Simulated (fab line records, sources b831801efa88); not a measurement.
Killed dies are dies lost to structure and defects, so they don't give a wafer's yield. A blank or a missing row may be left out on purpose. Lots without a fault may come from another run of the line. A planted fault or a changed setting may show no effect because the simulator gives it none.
fab line records | flow sky130
record lots=6 wafers=18 last_day=50
route steps=708 shown LDD_N@240 PAD_OPEN@708
lots that met no fault: from a run of the same line without faults
start_h: hours from the record's first day to the start of the lot's first wafer shown | wait_h: hours since the lot's step before | " the same as in the row above | L1.1+2: a row that stands for several wafers | - no value, or no start given | * or withheld: withheld | < > ~ a bound
route shown NAME@n: a module of which the file shows steps, and the number in the route of the first | usual: mean/standard deviation of fault-free wafers | same: alike in all rows | chamber/n: place in a boat | sites: the reading at each site | _std_site: their standard deviation | _edge_site: outer sites' mean less inner sites' | radius_mm: how far each site lies from the wafer's centre | mask NAME#n: copy n | behind: the tool/chamber that last shaped the wafer | hold: why the lot was held/for how many hours/how that ended | device: the transistor (n, p or np) that didn't switch | end of line: the same wafers' tests at the end of the route | a step without rows: its recipe alone | killed: dies lost to structure and defects at the first sort, not the wafer's yield | map: a wafer's dies, x killed, . not, _ none there
set.NAME: the setting as run; set.NAME@STEP: as run at that earlier step | model.NAME: the simulator's own value behind a step, which no gauge read
lots at some steps of the route; a table a step, a row a wafer
services: from which hour (start_h, from the record's first day; less than 0 if before it) a tool's chamber was out of use, for how many hours, and why
## steps
# step SKY_LDD_N_SOFTBAKE_03
# recipe temp_c=90 time_s=60 resist=NOVOLAK
# step SKY_LDD_N_EXPOSE_04
# recipe mask_id=NTM target_cd_nm=840 na=0.6 source_shape=conventional sigma_outer=0.6 dose_mj=110
# step SKY_LDD_N_PEB_05
# recipe temp_c=withheld time_s=* resist=NOVOLAK
# step SKY_LDD_N_DEVELOP_06
# recipe develop_time_s=60 dev_temp_c=23
# step SKY_LDD_N_OVL_MEAS_07
# usual LDD_N_OVL=0.4/1.4
# columns lot.wafer tool chamber start_h wait_h LDD_N_OVL[nm]
L902.1 overlay-02 - 446.96 0.1 0.7
L902.4 " - " " -0.9
L902.6 " - " " -0.1
L903.1 overlay-01 - 461.43 0.1 0.9
L903.3 " - " " -0.4
L903.6 " - " " -0.1
L912.3 overlay-02 - 539.62 0.1 0.9
L912.4 " - " " 3.0
L912.6 " - " " 1.0
L911.2 overlay-01 - 543.47 0.1 2.1
L911.4 " - " " 0.7
L911.6 " - " " 1.2
L918.1 overlay-01 - 590.02 0.1 0.1
L918.2 " - " " -0.1
L918.4 " - " " -1.9
L920.1 overlay-01 - 599.38 0.1 1.4
L920.3 " - " " 2.4
L920.5 " - " " 1.2
# step SKY_LDD_N_IMPLANT_08
# recipe species=As energy_kev=20 dose_cm2=7.5e+13 tilt_deg=withheld rotation_deg=23
# step SKY_LDD_N_IMPLANT_09
# recipe species=As energy_kev=20 dose_cm2=7.641e+13 tilt_deg=withheld rotation_deg=113
# step SKY_LDD_N_IMPLANT_10
# recipe species=As energy_kev=20 dose_cm2=7.5e+13 tilt_deg=withheld rotation_deg=203
# step SKY_LDD_N_IMPLANT_11
# recipe species=As energy_kev=20 dose_cm2=7.5e+13 tilt_deg=withheld rotation_deg=293
# step SKY_LDD_N_IMPLANT_12
# recipe species=BF2 energy_kev=50 dose_cm2=5e+12 tilt_deg=30 rotation_deg=0
# step SKY_LDD_N_IMPLANT_13
# recipe species=BF2 energy_kev=50 dose_cm2=5e+12 tilt_deg=30 rotation_deg=90
# step SKY_LDD_N_IMPLANT_14
# recipe species=BF2 energy_kev=50 dose_cm2=5e+12 tilt_deg=30 rotation_deg=180
# step SKY_LDD_N_IMPLANT_15
# recipe species=BF2 energy_kev=50 dose_cm2=5e+12 tilt_deg=30 rotation_deg=270
# usual dose_ions_cm2=4.998e+12/5.3e+09 faraday_current_uA=28.1/0.58 tilt_deg=29.998/0.021
# columns lot.wafer tool chamber start_h wait_h dose_ions_cm2 faraday_current_uA tilt_deg
L902.1 implanter-04 0 448.05 0.1 4.999e+12 28.8 29.999
L902.4 " 0 " " 5.001e+12 27.7 30.022
L902.6 " 0 " " 5.005e+12 28.0 29.973
L903.1 implanter-02 0 462.52 0.1 4.994e+12 28.6 29.999
L903.3 " 0 " " 5.006e+12 27.7 29.995
L903.6 " 0 " " 5.005e+12 28.6 29.989
L912.3 implanter-04 0 540.75 0.1 2.194e+12 12.2 30.014
L912.4 " 0 " " 2.19e+12 12.4 29.995
L912.6 " 0 " " 2.198e+12 12.7 30.035
L911.2 implanter-04 0 544.57 0.1 2.198e+12 12.3 30.037
L911.4 " 0 " " 2.188e+12 12.0 29.991
L911.6 " 0 " " 2.182e+12 12.1 29.996
L918.1 implanter-02 0 591.11 0.1 4.999e+12 28.2 29.976
L918.2 " 0 " " 5.003e+12 27.4 30.005
L918.4 " 0 " " 5e+12 27.7 29.994
L920.1 implanter-03 0 600.47 0.1 4.997e+12 27.4 30.001
L920.3 " 0 " " 4.998e+12 28.8 29.983
L920.5 " 0 " " 4.991e+12 28.2 29.983
# step SKY_LDD_N_STRIP_16
# recipe chemistry=O2/N2 power_w=1400 pressure_mtorr=1500 platen_temp_c=withheld o2_flow_sccm=3000 n2_flow_sccm=300 overash_fraction=0.5
# usual chamber_pressure_mTorr=1499.9/1.3 drypump_motor_current_A=5.77/0.29 oes_product_au=0.406/0.0043 strip_time_to_endpoint_s=4.319/0.013
# columns lot.wafer tool chamber start_h wait_h chamber_pressure_mTorr drypump_motor_current_A oes_product_au rf_hours_counter_h strip_time_to_endpoint_s
L902.1 plasma_asher-01 1 448.20 0.1 1499.4 5.71 0.408 1 4.302
L902.4 " 1 " " 1500.1 5.70 0.409 - 4.301
L902.6 " 0 " " 1499.5 5.83 0.397 - 4.297
L903.1 plasma_asher-01 0 462.67 0.1 1500.8 5.84 0.399 3 4.299
L903.3 " 1 " " 1500.1 5.68 0.402 - 4.307
L903.6 " 0 " " 1499.3 5.85 0.402 - 4.311
L912.3 plasma_asher-02 0 540.88 0.1 1499.8 5.32 0.409 - 4.302
L912.4 " 1 " " 1501.8 6.18 0.399 - 4.302
L912.6 " 0 " " 1501.7 5.32 0.408 - 4.290
L911.2 plasma_asher-02 1 544.70 0.1 1499.6 6.16 0.405 73 4.328
L911.4 " 0 " " 1497.1 5.33 0.415 - 4.308
L911.6 " 0 " " 1501.3 5.31 0.408 - 4.334
L918.1 plasma_asher-04 0 591.26 0.1 1501.1 5.58 0.415 91 4.317
L918.2 " 1 " " 1499.6 6.01 0.409 91 4.286
L918.4 " 0 " " 1500.9 5.58 0.401 - 4.307
L920.1 plasma_asher-01 1 600.62 0.1 1500.1 5.73 0.410 17 4.327
L920.3 " 0 " " 1498.6 5.86 0.403 - 4.338
L920.5 " 0 " " 1501.8 5.86 0.403 - 4.323
# step SKY_PAD_OPEN_PROBE_99
# usual killed_at_M0_to_M3=42/6.6 killed_at_M4_up=3.0/1.7 killed_at_contacts=24/5.3 killed_at_front_end=15/4.5 killed_at_other=0.2/0.49 killed_dies=83/9 killed_open=45/6.9 killed_short=38/5.8
# same gross_dies=492 killed_at_back_side=0
# columns lot.wafer tool chamber start_h wait_h killed_at_M0_to_M3 killed_at_M4_up killed_at_contacts killed_at_front_end killed_at_other killed_dies killed_open killed_short model.etest.tip_n.rs_ohm_sq model.etest.nfet_01v8_turned.vt_sat_v model.etest.nfet_01v8_lvt.vt_sat_v model.etest.nfet_01v8_turned.vt_v model.etest.nfet_01v8_swapped.vt_sat_v model.etest.nfet_01v8.vt_sat_v model.etest.nfet_01v8_lvt.vt_v
L903.1 prober-02 - 1116.28 0.1 27 3 28 25 0 83 42 41 441.6 0.6367 0.5251 0.6937 0.6381 0.6362 0.6066
L903.3 prober-02 - 1116.38 0.2 33 4 31 23 0 91 45 46 438.7 0.6402 0.5327 0.6923 0.6344 0.6389 0.6054
L903.6 prober-02 - 1116.53 0.2 35 2 23 12 0 72 43 29 440.3 0.6387 0.5289 0.6932 0.6374 0.6401 0.6048
L902.1 prober-01 - 1116.56 0.3 39 3 24 13 0 79 37 42 440.8 0.6513 0.5386 0.7011 0.6474 0.6466 0.609
L902.4 prober-01 - 1116.71 0.4 41 6 34 9 0 90 49 41 443.6 0.649 0.5334 0.6976 0.6505 0.6417 0.6097
L902.6 prober-01 - 1116.81 0.4 41 4 23 11 0 79 34 45 442.1 0.6532 0.5409 0.7017 0.6548 0.6468 0.609
L912.3 prober-02 - 1168.19 0.2 51 3 18 21 1 94 51 42 437.6 0.6083 0.515 0.6833 0.6355 0.6338 0.6014
L912.4 prober-02 - 1168.24 0.2 47 3 23 14 0 87 39 47 434.6 0.6034 0.5119 0.6764 0.6269 0.6317 0.5935
L912.6 prober-02 - 1168.34 0.2 57 5 21 24 0 107 61 43 435.7 0.6116 0.5192 0.682 0.6422 0.6402 0.5952
L911.2 prober-02 - 1171.13 0.1 39 6 27 20 0 92 42 50 438.1 0.62 0.5273 0.6893 0.6422 0.6436 0.6019
L911.4 prober-02 - 1171.23 0.2 36 2 29 19 0 86 42 44 432.7 0.6097 0.5175 0.6768 0.6304 0.6301 0.596
L911.6 prober-02 - 1171.33 0.2 35 3 23 23 0 84 46 38 434.9 0.6102 0.5199 0.6842 0.6359 0.6346 0.6021
L918.1 prober-01 - 1194.13 0.1 37 3 21 12 1 74 46 27 438.4 0.6481 0.5292 0.7027 0.6474 0.6449 0.6028
L918.2 prober-01 - 1194.18 0.1 48 1 17 9 0 75 33 42 445.6 0.6626 0.5452 0.7084 0.66 0.6569 0.6176
L918.4 prober-01 - 1194.28 0.2 41 3 25 14 1 84 39 45 438.8 0.6474 0.5303 0.698 0.6513 0.6409 0.6109
L920.1 prober-02 - 1195.91 0.1 38 2 29 18 0 87 52 34 436.4 0.6479 0.539 0.7023 0.6508 0.6506 0.6141
L920.3 prober-02 - 1196.01 0.2 39 4 23 17 0 83 46 37 434.1 0.6561 0.5429 0.7023 0.6533 0.6501 0.6121
L920.5 prober-02 - 1196.11 0.2 38 5 24 20 0 87 44 43 436.4 0.6506 0.5394 0.7061 0.6551 0.6532 0.6156
# killed by level:class
L903.1 LI_CONTACT:geometric_particle:open=7 CONTACT:geometric_particle:open=7 CONTACT:geometric_particle:short=7 VIA3:geometric_particle:open=7 POLY_GATE:geometric_particle:short=5 POLY_GATE:geometric_particle:open=5 VIA2:geometric_particle:open=5 FIELD_ISO:geometric_particle:short=4
L903.3 CONTACT:geometric_particle:open=10 VIA1:geometric_particle:open=9 METAL2:geometric_particle:short=8 LI_CONTACT:geometric_particle:open=7 CONTACT:geometric_particle:short=5 FIELD_ISO:geometric_particle:short=4 VIA2:geometric_particle:open=4 LOCAL_INTERCONNECT:geometric_particle:short=4
L903.6 CONTACT:geometric_particle:open=9 VIA2:geometric_particle:open=8 VIA1:geometric_particle:open=8 LOCAL_INTERCONNECT:geometric_particle:short=6 FIELD_ISO:geometric_particle:open=5 VIA3:geometric_particle:open=5 LI_CONTACT:geometric_particle:open=4 METAL1:geometric_particle:short=4
L902.1 VIA1:geometric_particle:open=10 LI_CONTACT:geometric_particle:open=8 CONTACT:geometric_particle:open=6 METAL1:geometric_particle:short=6 LOCAL_INTERCONNECT:geometric_particle:short=5 CONTACT:geometric_particle:short=4 METAL2:geometric_particle:short=4 FIELD_ISO:geometric_particle:short=3
L902.4 CONTACT:geometric_particle:open=14 LI_CONTACT:geometric_particle:open=10 VIA1:geometric_particle:open=9 METAL2:geometric_particle:short=8 VIA1:geometric_particle:short=6 METAL4:geometric_particle:short=6 LOCAL_INTERCONNECT:geometric_particle:short=4 CONTACT:geometric_particle:short=4
L902.6 LI_CONTACT:geometric_particle:open=8 METAL1:geometric_particle:short=7 VIA1:geometric_particle:open=5 VIA1:geometric_particle:short=5 METAL2:geometric_particle:short=5 VIA3:geometric_particle:open=5 CONTACT:geometric_particle:open=4 CONTACT:geometric_particle:short=4
L912.3 VIA1:geometric_particle:open=15 FIELD_ISO:geometric_particle:short=9 CONTACT:geometric_particle:open=7 METAL2:geometric_particle:short=7 FIELD_ISO:geometric_particle:open=5 VIA1:geometric_particle:short=5 LI_CONTACT:geometric_particle:open=4 LOCAL_INTERCONNECT:geometric_particle:short=4
L912.4 CONTACT:geometric_particle:open=9 VIA3:geometric_particle:open=9 METAL2:geometric_particle:short=9 CONTACT:geometric_particle:short=8 METAL1:geometric_particle:short=7 VIA1:geometric_particle:open=5 FIELD_ISO:geometric_particle:short=4 VIA2:geometric_particle:open=4
L912.6 VIA1:geometric_particle:open=19 CONTACT:geometric_particle:open=11 FIELD_ISO:geometric_particle:short=9 VIA2:geometric_particle:open=8 VIA1:geometric_particle:short=8 POLY_GATE:geometric_particle:open=6 METAL2:geometric_particle:short=6 FIELD_ISO:geometric_particle:open=5
L911.2 VIA2:geometric_particle:open=10 CONTACT:geometric_particle:open=8 CONTACT:geometric_particle:short=8 METAL1:geometric_particle:short=8 POLY_GATE:geometric_particle:short=6 LI_CONTACT:geometric_particle:open=6 VIA1:geometric_particle:open=6 LOCAL_INTERCONNECT:geometric_particle:short=5
L911.4 CONTACT:geometric_particle:open=10 VIA1:geometric_particle:open=9 LOCAL_INTERCONNECT:geometric_particle:short=7 FIELD_ISO:geometric_particle:short=6 LI_CONTACT:geometric_particle:open=5 METAL2:geometric_particle:short=5 CONTACT:geometric_particle:short=4 METAL1:geometric_particle:short=4
L911.6 VIA2:geometric_particle:open=10 FIELD_ISO:geometric_particle:short=7 LI_CONTACT:geometric_particle:open=7 VIA1:geometric_particle:open=7 CONTACT:geometric_particle:short=5 POLY_GATE:geometric_particle:short=4 SPACER:geometric_particle:short=4 LOCAL_INTERCONNECT:geometric_particle:short=4
L918.1 VIA1:geometric_particle:open=10 CONTACT:geometric_particle:open=8 LI_CONTACT:geometric_particle:open=7 VIA3:geometric_particle:open=5 POLY_GATE:geometric_particle:open=4 VIA2:geometric_particle:open=4 VIA3:geometric_particle:short=4 METAL1:geometric_particle:short=3
L918.2 VIA1:geometric_particle:open=11 CONTACT:geometric_particle:open=7 METAL1:geometric_particle:short=7 VIA3:geometric_particle:short=6 VIA1:geometric_particle:short=6 VIA2:geometric_particle:open=5 METAL2:geometric_particle:short=5 FIELD_ISO:geometric_particle:open=4
L918.4 VIA1:geometric_particle:open=10 VIA3:geometric_particle:open=8 LI_CONTACT:geometric_particle:open=5 LOCAL_INTERCONNECT:geometric_particle:short=5 CONTACT:geometric_particle:open=5 CONTACT:geometric_particle:short=5 METAL1:geometric_particle:short=5 METAL2:geometric_particle:short=5
L920.1 LI_CONTACT:geometric_particle:open=12 CONTACT:geometric_particle:open=9 VIA1:geometric_particle:open=9 FIELD_ISO:geometric_particle:open=7 VIA3:geometric_particle:open=7 VIA1:geometric_particle:short=6 FIELD_ISO:geometric_particle:short=5 LOCAL_INTERCONNECT:geometric_particle:short=4
L920.3 VIA2:geometric_particle:open=10 FIELD_ISO:geometric_particle:short=8 VIA1:geometric_particle:open=8 FIELD_ISO:geometric_particle:open=7 CONTACT:geometric_particle:short=6 CONTACT:geometric_particle:open=6 VIA3:geometric_particle:open=6 LI_CONTACT:geometric_particle:open=5
L920.5 LI_CONTACT:geometric_particle:open=11 VIA3:geometric_particle:open=9 METAL2:geometric_particle:short=9 FIELD_ISO:geometric_particle:short=7 FIELD_ISO:geometric_particle:open=6 VIA1:geometric_particle:open=6 LOCAL_INTERCONNECT:geometric_particle:short=5 METAL4:geometric_particle:short=5
## services
# columns tool chamber start_h hours kind
implanter-02 - 428.85 1.5 repair
plasma_asher-01 0 430.25 - clean
plasma_asher-01 1 430.25 - clean
implanter-04 - 433.40 4.1 repair
implanter-03 - 442.35 4.3 pm
plasma_asher-02 - 448.25 2.8 pm
plasma_asher-04 - 494.87 1.0 repair
implanter-04 - 532.23 3.4 repair
implanter-03 - 583.00 14.2 pm
implanter-02 - 597.45 4.5 pm
## key
first_sign step=SKY_LDD_N_IMPLANT_15 reading=dose_ions_cm2 direction=down sigmas=99+ usual=* struck=*
effect step=SKY_LDD_N_IMPLANT_15 reading=faraday_current_uA direction=down sigmas=27 usual=28.1 struck=12.3
model_effect step=SKY_PAD_OPEN_PROBE_99 value=etest.tip_n.rs_ohm_sq without=441.4 struck=435.6
met_at SKY_LDD_N_IMPLANT_15
struck_wafers L911.2,L911.4,L911.6,L912.3,L912.4,L912.6
tester_left_out L911,L912
onset_between 448.05 540.75
fault kind=process_parameter_drift tool=implanter-04 chamber=- onset_h=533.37 steps=SKY_LDD_N_IMPLANT_15 channel=dose_cm2 offset=* shape=step end_h=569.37 acts_in=* stated=*
# tester_left_out: of these lots the tester's yield and bins aren't shown, on N5 and GAA mostly nor the transistor test; their killed dies are dies lost to structure and defects alone, not to doping, threshold or leakage, so they don't give the yield
